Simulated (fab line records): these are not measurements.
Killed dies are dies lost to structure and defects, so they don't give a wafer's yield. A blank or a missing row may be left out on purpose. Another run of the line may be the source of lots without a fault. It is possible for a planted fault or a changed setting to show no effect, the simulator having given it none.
fab line records    flow sky130
record lots=6  wafers=18  last_day=50
route steps=708 shown LDD_HVN@274 LDD_HVP@278 PAD_OPEN@708
lots that met no fault: from a run of the same line without faults
start_h: hours from the record's opening day to when the first of the lot's shown wafers began    wait_h: time in hours since the lot's previous step    " repeats the value in the row above    L1.1+2: a single row standing in for several wafers    - no value, or no start was given    * or withheld: withheld    < > ~ a bound
route shown NAME@n: a module of which the file shows steps, and the number in the route of the first    usual: average and standard deviation across the fault-free wafers    same: alike in all rows    chamber/n: place in a boat    sites: per-site readings    _std_site: their standard deviation    _edge_site: the outer-site mean with the inner-site mean subtracted    radius_mm: how far each site lies from the wafer's centre    mask NAME#n: copy n    behind: the last tool/chamber to shape the wafer    hold: why the lot went on hold/how many hours it stayed there/how the hold came to an end    device: names the non-switching transistor (n, p or np)    end of line: the route-end tests of the same wafers    step lacking rows: just its recipe    killed: dies lost to structure and defects at the first sort, not the wafer's yield    map: a wafer's dies, marking killed ones x, the rest . and places with no die _
set.NAME: the setting that was run; set.NAME@STEP: the one run at that earlier step    model.NAME: the simulator's own value behind a step, which no gauge read
lots seen at some steps along the route; tables by step, rows by wafer
services: the hour from which a tool's chamber was out of use, counted from the record's first day as start_h (under 0 if before that day), plus the number of hours and why
## steps
# step SKY_LDD_HVN_OVL_MEAS_07
# usual LDD_HVN_OVL=0.7/1.6
lot.wafer  tool        chamber  start_h  wait_h  LDD_HVN_OVL[nm]
L502.1     overlay-01  -        498.92   0.1     0.2
L502.3     "           -        "        "       -0.2
L502.6     "           -        "        "       1.1
L504.1     overlay-01  -        513.43   0.1     0.2
L504.2     "           -        "        "       3.2
L504.3     "           -        "        "       0.1
L503.1     overlay-02  -        515.16   0.1     -1.1
L503.3     "           -        "        "       -0.9
L503.5     "           -        "        "       -0.2
L505.1     overlay-02  -        523.17   0.1     1.7
L505.4     "           -        "        "       2.4
L505.5     "           -        "        "       2.2
L521.3     overlay-02  -        653.43   0.1     2.4
L521.4     "           -        "        "       3.5
L521.6     "           -        "        "       1.2
L520.2     overlay-02  -        660.69   0.1     1.5
L520.5     "           -        "        "       1.1
L520.6     "           -        "        "       1.2
# step SKY_LDD_HVN_IMPLANT_08
# recipe species=P  energy_kev=60  dose_cm2=3e+13  tilt_deg=40
# step SKY_LDD_HVN_STRIP_09
# recipe chemistry=O2/N2  power_w=1400  pressure_mtorr=1500  platen_temp_c=withheld  o2_flow_sccm=3000  n2_flow_sccm=300  overash_fraction=0.5
# usual drypump_motor_current_A=5.66/0.28  oes_product_au=0.409/0.0049  strip_time_to_endpoint_s=4.135/0.016
lot.wafer  tool             chamber  start_h  wait_h  drypump_motor_current_A  oes_product_au  rf_hours_counter_h  strip_time_to_endpoint_s
L502.1     plasma_asher-03  1        499.11   0.1     5.98                     0.416           71                  4.165
L502.3     "                1        "        "       5.98                     0.410           -                   4.161
L502.6     "                0        "        "       5.46                     0.412           -                   4.154
L504.1     plasma_asher-03  0        513.62   0.1     5.47                     0.411           73                  4.144
L504.2     "                1        "        "       5.96                     0.408           73                  4.143
L504.3     "                0        "        "       5.44                     0.409           -                   4.141
L503.1     plasma_asher-01  0        515.34   0.1     5.49                     0.401           8                   4.128
L503.3     "                1        "        "       6.14                     0.403           -                   4.128
L503.5     "                1        "        "       6.17                     0.406           -                   4.131
L505.1     plasma_asher-04  1        523.36   0.1     5.32                     0.411           79                  4.133
L505.4     "                1        "        "       5.35                     0.407           -                   4.152
L505.5     "                0        "        "       5.64                     0.407           -                   4.146
L521.3     plasma_asher-03  1        653.64   0.1     5.97                     0.417           -                   4.115
L521.4     "                0        "        "       5.45                     0.407           -                   4.119
L521.6     "                1        "        "       5.96                     0.414           -                   4.148
L520.2     plasma_asher-03  0        660.87   0.1     5.44                     0.412           87                  4.152
L520.5     "                0        "        "       5.41                     0.397           -                   4.114
L520.6     "                1        "        "       5.94                     0.403           -                   4.146
# step SKY_LDD_HVN_TW_MEAS_10
# usual LDD_HVN_TW=1448/8.9
lot.wafer  tool           chamber  start_h  wait_h  LDD_HVN_TW
L502.1     film_metro-02  -        499.21   0.1     1442
L502.3     "              -        "        "       1443
L502.6     "              -        "        "       1445
L504.1     film_metro-02  -        513.72   0.1     1445
L504.2     "              -        "        "       1444
L504.3     "              -        "        "       1451
L503.1     film_metro-02  -        515.44   0.1     1447
L503.3     "              -        "        "       1438
L503.5     "              -        "        "       1452
L505.1     film_metro-03  -        523.46   0.1     1465
L505.4     "              -        "        "       1457
L505.5     "              -        "        "       1457
L521.3     film_metro-01  -        653.73   0.1     1446
L521.4     "              -        "        "       1433
L521.6     "              -        "        "       1435
L520.2     film_metro-01  -        660.98   0.1     1436
L520.5     "              -        "        "       1434
L520.6     "              -        "        "       1437
# step SKY_LDD_HVP_DEHYDRATE_00
# recipe temp_c=200  time_s=60
# step SKY_LDD_HVP_HMDS_01
# recipe prime_time_s=60  prime_temp_c=120
# step SKY_LDD_HVP_COAT_02
# recipe resist=NOVOLAK  spin_rpm=3000  resist_thk_nm=300
# step SKY_LDD_HVP_SOFTBAKE_03
# recipe temp_c=90  time_s=60  resist=NOVOLAK
# step SKY_LDD_HVP_EXPOSE_04
# recipe mask_id=HVPTM  na=0.6  source_shape=conventional  sigma_outer=0.6  polarization=unpolarized  target_cd_nm=700  dose_mj=86
# step SKY_LDD_HVP_PEB_05
# recipe temp_c=withheld  time_s=*  resist=NOVOLAK
# step SKY_LDD_HVP_DEVELOP_06
# recipe resist=NOVOLAK  developer=TMAH  develop_time_s=60  dev_temp_c=23
# step SKY_LDD_HVP_OVL_MEAS_07
# usual LDD_HVP_OVL=1.0/1.5
lot.wafer  tool        chamber  start_h  wait_h  LDD_HVP_OVL[nm]
L502.1     overlay-01  -        529.27   0.1     1.3
L502.3     "           -        "        "       2.6
L502.6     "           -        "        "       2.5
L504.1     overlay-02  -        542.86   0.1     1.2
L504.2     "           -        "        "       0.8
L504.3     "           -        "        "       1.8
L503.1     overlay-02  -        545.61   0.1     2.3
L503.3     "           -        "        "       0.2
L503.5     "           -        "        "       0.1
L505.1     overlay-01  -        553.56   0.1     -1.7
L505.4     "           -        "        "       -1.5
L505.5     "           -        "        "       -3.2
L521.3     overlay-01  -        682.27   0.1     0.9
L521.4     "           -        "        "       0.0
L521.6     "           -        "        "       -0.1
L520.2     overlay-02  -        688.71   0.1     4.3
L520.5     "           -        "        "       2.6
L520.6     "           -        "        "       3.0
# step SKY_LDD_HVP_IMPLANT_08
# recipe species=B  energy_kev=20  dose_cm2=1.7e+13  tilt_deg=17.9
# usual beam_on_s=9.96/0.22  dose_ions_cm2=1.6999e+13/1.8e+10  faraday_current_uA=96.3/2
# same implant_ion_amu=11
lot.wafer  tool          chamber  start_h  wait_h  beam_on_s  dose_ions_cm2  faraday_current_uA
L502.1     implanter-04  0        529.30   0.0     10.28      1.7005e+13     93.4
L502.3     "             0        "        "       9.94       1.6975e+13     96.7
L502.6     "             0        "        "       9.79       1.6973e+13     97.9
L504.1     implanter-04  0        542.89   0.0     9.94       6.1574e+13     349.5
L504.2     "             0        "        "       9.87       6.156e+13      351.2
L504.3     "             0        "        "       10.22      6.1578e+13     340.2
L503.1     implanter-04  0        545.64   0.0     10.09      6.1579e+13     344.3
L503.3     "             0        "        "       9.24       6.16e+13       373.1
L503.5     "             0        "        "       10.34      6.1579e+13     334.7
L505.1     implanter-03  0        553.59   0.0     9.82       1.7001e+13     97.5
L505.4     "             0        "        "       9.83       1.7001e+13     97.4
L505.5     "             0        "        "       9.92       1.6995e+13     96.4
L521.3     implanter-03  0        682.34   0.1     10.24      1.7001e+13     93.8
L521.4     "             0        "        "       9.42       1.6973e+13     101.7
L521.6     "             0        "        "       9.82       1.6987e+13     97.7
L520.2     implanter-03  0        688.77   0.0     10.23      1.7e+13        93.6
L520.5     "             0        "        "       9.76       1.6984e+13     98.0
L520.6     "             0        "        "       10.18      1.7022e+13     94.4
# step SKY_LDD_HVP_STRIP_09
# recipe chemistry=O2/N2  power_w=1400  pressure_mtorr=1500  platen_temp_c=withheld  o2_flow_sccm=3000  n2_flow_sccm=300  overash_fraction=0.5
# usual drypump_motor_current_A=5.7/0.39  oes_product_au=0.408/0.0045  strip_time_to_endpoint_s=4.134/0.016
lot.wafer  tool             chamber  start_h  wait_h  drypump_motor_current_A  oes_product_au  rf_hours_counter_h  strip_time_to_endpoint_s
L502.1     plasma_asher-01  0        529.45   0.1     5.5                      0.408           9                   4.146
L502.3     "                1        "        "       6.1                      0.404           -                   4.140
L502.6     "                1        "        "       6.1                      0.409           -                   4.160
L504.1     plasma_asher-02  0        543.04   0.1     6.0                      0.406           41                  4.135
L504.2     "                1        "        "       4.9                      0.411           41                  4.122
L504.3     "                0        "        "       6.0                      0.416           -                   4.122
L503.1     plasma_asher-03  0        545.79   0.1     5.4                      0.408           75                  4.149
L503.3     "                0        "        "       5.4                      0.405           -                   4.118
L503.5     "                0        "        "       5.4                      0.407           -                   4.123
L505.1     plasma_asher-02  1        553.74   0.1     5.0                      0.410           42                  4.132
L505.4     "                0        "        "       6.0                      0.402           -                   4.112
L505.5     "                0        "        "       6.0                      0.407           -                   4.121
L521.3     plasma_asher-01  0        682.47   0.1     5.5                      0.402           -                   4.123
L521.4     "                1        "        "       6.0                      0.407           -                   4.125
L521.6     "                1        "        "       6.1                      0.414           -                   4.161
L520.2     plasma_asher-01  1        688.89   0.1     6.1                      0.405           25                  4.137
L520.5     "                0        "        "       5.5                      0.406           -                   4.103
L520.6     "                1        "        "       6.1                      0.403           -                   4.136
# step SKY_LDD_HVP_TW_MEAS_10
# usual LDD_HVP_TW=459.2/2.8
lot.wafer  tool           chamber  start_h  wait_h  hold                      LDD_HVP_TW
L502.1     film_metro-01  -        529.55   0.1     -                         461.0
L502.3     "              -        "        "       -                         461.8
L502.6     "              -        "        "       -                         458.0
L504.1     film_metro-03  -        543.14   0.1     await_dispo/0.2h/release  693.5
L504.2     "              -        "        "       await_dispo/0.2h/release  692.4
L504.3     "              -        "        "       await_dispo/0.2h/release  693.9
L504.1     film_metro-03  -        543.37   0.2     -                         692.6
L504.2     "              -        "        "       -                         694.6
L504.3     "              -        "        "       -                         691.6
L503.1     film_metro-03  -        545.89   0.1     await_dispo/0.2h/release  689.5
L503.3     "              -        "        "       await_dispo/0.2h/release  687.5
L503.5     "              -        "        "       await_dispo/0.2h/release  692.1
L503.1     film_metro-03  -        546.12   0.2     -                         691.5
L503.3     "              -        "        "       -                         692.1
L503.5     "              -        "        "       -                         692.2
L505.1     film_metro-03  -        553.84   0.1     -                         461.0
L505.4     "              -        "        "       -                         461.4
L505.5     "              -        "        "       -                         462.2
L521.3     film_metro-01  -        682.56   0.1     -                         454.1
L521.4     "              -        "        "       -                         454.5
L521.6     "              -        "        "       -                         454.7
L520.2     film_metro-04  -        689.00   0.1     -                         459.3
L520.5     "              -        "        "       -                         457.4
L520.6     "              -        "        "       -                         460.2
# step SKY_PAD_OPEN_PROBE_99
# usual defect_limited_yield=82.5/2  killed_at_M0_to_M3=44/6.9  killed_at_M4_up=3.1/1.7  killed_at_contacts=25/5.6  killed_at_front_end=14/4.3  killed_at_other=0.3/0.51  killed_dies=86/9.8  killed_open=47/6.5  killed_short=39/6.6  sort_bin_3_pad_short=0.8/0.46  sort_bin_5_function=10.3/1.5  sort_bin_6_memory=6.4/1  sort_n_pass=406/9.8  sort_yield_pct=82.5/2
# same gross_dies=492  killed_at_back_side=0  sort_bin_4_leakage[%]=0  sort_bin_8_speed[%]=0
lot.wafer  tool       chamber  start_h  wait_h  defect_limited_yield[%]  killed_at_M0_to_M3  killed_at_M4_up  killed_at_contacts  killed_at_front_end  killed_at_other  killed_dies  killed_open  killed_short  sort_bin_3_pad_short[%]  sort_bin_5_function[%]  sort_bin_6_memory[%]  sort_n_pass  sort_yield_pct[%]
L505.1     prober-01  -        1125.07  0.1     85.2                     38                  1                16                  18                   0                73           41           32            0.4                      7.7                     6.7                   419          85.2
L505.4     prober-01  -        1125.22  0.2     81.7                     46                  3                29                  10                   2                90           49           41            0.6                      11.2                    6.5                   402          81.7
L505.5     prober-01  -        1125.27  0.2     81.9                     55                  3                23                  7                    1                89           55           34            0.6                      9.8                     7.7                   403          81.9
L521.3     prober-01  -        1205.95  0.2     82.9                     41                  4                26                  13                   0                84           45           39            1.0                      10.2                    5.9                   408          82.9
L521.4     prober-01  -        1206.00  0.2     83.3                     39                  4                20                  19                   0                82           43           39            1.2                      8.5                     6.9                   410          83.3
L521.6     prober-01  -        1206.10  0.2     83.5                     38                  2                22                  19                   0                81           36           45            0.4                      9.6                     6.5                   411          83.5
L520.2     prober-02  -        1208.71  0.1     82.5                     51                  1                18                  16                   0                86           51           35            1.0                      10.0                    6.5                   406          82.5
L520.5     prober-02  -        1208.86  0.2     83.3                     42                  6                19                  15                   0                82           50           32            1.0                      9.3                     6.3                   410          83.3
L520.6     prober-02  -        1208.91  0.2     84.8                     42                  4                19                  10                   0                75           41           34            0.4                      8.7                     6.1                   417          84.8
# killed by level:class
L505.1 VIA2:geometric_particle:open=10 VIA1:geometric_particle:open=7 CONTACT:geometric_particle:open=6 LOCAL_INTERCONNECT:geometric_particle:short=5 METAL2:geometric_particle:short=5 FIELD_ISO:geometric_particle:open=4 FIELD_ISO:geometric_particle:short=4 POLY_GATE:geometric_particle:short=4
L505.4 LI_CONTACT:geometric_particle:open=11 VIA1:geometric_particle:open=11 CONTACT:geometric_particle:open=7 VIA2:geometric_particle:open=6 METAL2:geometric_particle:short=5 LOCAL_INTERCONNECT:geometric_particle:short=4 VIA1:geometric_particle:short=4 VIA2:geometric_particle:short=4
L505.5 VIA1:geometric_particle:open=11 VIA2:geometric_particle:open=8 VIA3:geometric_particle:open=8 LI_CONTACT:geometric_particle:open=7 METAL2:geometric_particle:short=6 VIA1:geometric_particle:short=6 CONTACT:geometric_particle:open=6 METAL1:geometric_particle:short=5
L521.3 VIA2:geometric_particle:open=10 LI_CONTACT:geometric_particle:open=7 CONTACT:geometric_particle:short=7 VIA3:geometric_particle:open=7 VIA1:geometric_particle:open=6 LOCAL_INTERCONNECT:geometric_particle:short=6 CONTACT:geometric_particle:open=6 POLY_GATE:geometric_particle:short=5
L521.4 VIA1:geometric_particle:open=9 CONTACT:geometric_particle:open=8 LI_CONTACT:geometric_particle:open=6 POLY_GATE:geometric_particle:short=5 METAL2:geometric_particle:short=5 LOCAL_INTERCONNECT:geometric_particle:short=4 METAL1:geometric_particle:short=4 VIA1:geometric_particle:short=4
L521.6 METAL1:geometric_particle:short=9 VIA2:geometric_particle:open=8 POLY_GATE:geometric_particle:short=7 LI_CONTACT:geometric_particle:open=7 VIA1:geometric_particle:open=7 LOCAL_INTERCONNECT:geometric_particle:short=6 FIELD_ISO:geometric_particle:short=5 METAL3:geometric_particle:short=5
L520.2 VIA1:geometric_particle:open=18 CONTACT:geometric_particle:open=9 VIA3:geometric_particle:open=7 FIELD_ISO:geometric_particle:short=6 VIA1:geometric_particle:short=6 METAL2:geometric_particle:short=5 POLY_GATE:geometric_particle:open=4 POLY_GATE:geometric_particle:short=4
L520.5 VIA3:geometric_particle:open=12 LI_CONTACT:geometric_particle:open=8 VIA1:geometric_particle:open=6 VIA2:geometric_particle:open=6 FIELD_ISO:geometric_particle:short=5 POLY_GATE:geometric_particle:open=5 CONTACT:geometric_particle:open=5 METAL4:geometric_particle:short=5
L520.6 VIA3:geometric_particle:open=8 CONTACT:geometric_particle:open=7 VIA1:geometric_particle:open=6 VIA2:geometric_particle:open=6 VIA3:geometric_particle:short=6 LI_CONTACT:geometric_particle:open=5 VIA2:geometric_particle:short=5 METAL2:geometric_particle:short=4
## services
tool             chamber  start_h  hours  kind
plasma_asher-04  -        485.10   2.8    pm
plasma_asher-01  -        502.42   0.4    repair
plasma_asher-01  -        502.81   2.8    pm
plasma_asher-03  -        524.78   6.5    repair
implanter-03     -        539.98   0.7    repair
plasma_asher-02  -        557.36   2.8    pm
plasma_asher-04  -        563.32   2.1    repair
implanter-04     -        566.10   7.1    pm
implanter-04     -        599.20   9.2    pm
implanter-04     -        608.38   1.2    repair
plasma_asher-02  -        619.89   4.2    repair
implanter-04     -        638.76   2.2    repair
implanter-04     -        651.07   0.8    repair
plasma_asher-02  -        687.23   1.1    repair
## key
first_sign step=SKY_LDD_HVP_IMPLANT_08  reading=dose_ions_cm2  direction=up  sigmas=99+  usual=*  struck=*
effect step=SKY_LDD_HVP_IMPLANT_08  reading=faraday_current_uA  direction=up  sigmas=99+  usual=96.3  struck=348.8
effect step=SKY_LDD_HVP_TW_MEAS_10  reading=visit  direction=added
effect step=SKY_LDD_HVP_TW_MEAS_10  reading=LDD_HVP_TW  direction=up  sigmas=83  usual=459.2  struck=691.5
met_at SKY_LDD_HVP_IMPLANT_08
struck_wafers L503.1,L503.3,L503.5,L504.1,L504.2,L504.3
scrapped_behind SKY_LDD_HVP_TW_MEAS_10 L503.1,L503.3,L503.5,L504.1,L504.2,L504.3
onset_between 529.30 542.89
fault kind=process_parameter_drift  tool=implanter-04  chamber=-  onset_h=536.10  steps=SKY_LDD_HVP_IMPLANT_08  channel=dose_cm2  offset=*  shape=step  end_h=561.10  acts_in=*  stated=*
